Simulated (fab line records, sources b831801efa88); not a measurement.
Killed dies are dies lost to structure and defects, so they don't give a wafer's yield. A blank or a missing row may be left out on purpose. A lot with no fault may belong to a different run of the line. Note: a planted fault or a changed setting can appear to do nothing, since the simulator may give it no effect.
8D (eight disciplines) problem report, filled in by code -- flow gf180mcu -- the parts of the form that need people (team, actions taken, sign-off) are left out

== 1. WHAT IS WRONG ==
spin_speed_rpm at GF_NSD_COAT_02 reads a mean of 3034.6 rpm on 6 wafers of 2 lots; wafers without a fault read 2999.9 rpm with a standard deviation of 2.4. Relative to the usual mean, that is a shift of +14 standard deviations.
The step: resist thk 985.6 nm.
Earliest sighting: wafer L943.4 on litho_track-02 at day 17 19:02. The record has a number at this step for 42 wafers belonging to 14 lots. Rule for "out", or "out of limits": more than 4 standard deviations from the usual mean. The other wafers with a number count as sound.

== 2. WHAT IT IS, AND WHAT IT ISN'T ==
question,is,is not
which readings at this step,spin_speed_rpm,-
which lots,"L943, L944","L927, L928, L930, L931, L932, L934, L935, L936, L938, L940, L942, L945"
which wafers of those lots,all that have a number,-
read on which tools,litho_track-02,litho_track-03
when,from day 17 19:02,up to then (33 sound wafers); but 3 sound wafers of L945 came after

== 3. SUSPECTS, AND WHAT RULES EACH OUT ==
Counting: a tool at any process step up to the reading remains a suspect when it ran all the lots that are out and ran no sound lot after the first of those.
- litho_track-02 at GF_NSD_COAT_02 (resist thk 985.6 nm): kept. It ran every lot that is out, first L943 (day 17 19:02), and no sound lot after that; its last sound lot up to then is L942 (day 17 13:28). Its own spin_speed_rpm readings are out on those wafers.
Remaining after the count: litho_track-02 at GF_NSD_COAT_02.

== 4. THE CAUSE (what the simulator had put in) ==
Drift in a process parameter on litho_track-02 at GF_NSD_COAT_02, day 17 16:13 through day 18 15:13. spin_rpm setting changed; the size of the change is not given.
After counting, this tool was the only one left.

== 5. THE CHAIN OF EFFECTS, in route order ==
Each row: a reading whose mean over the struck wafers that have a number lies more than 3 standard deviations from the usual. Only readings whose record carries a usual standard deviation are examined. hours: median over the lots of the time between each lot's start at the first step of this table that gives one and its start at this step. sigmas: the change, counted in usual standard deviations.
hours,step,reading,usual,on struck wafers,change,sigmas
0,GF_NSD_COAT_02,spin_speed_rpm,2999.9 rpm,3034.6,+34.7,+14
Process steps it contains:
- GF_NSD_COAT_02: resist thk 985.6 nm.
Later measuring or inspecting steps at which every struck wafer that the step has a row for has a number for every such reading, and none has moved that far: GF_SALICIDE_THK_MEAS_05.

== 6. HOW IT WOULD HAVE BEEN CAUGHT EARLIER ==
The fault began at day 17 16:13; the first out-of-limits reading in this record came at day 17 19:02, 3 hours later.
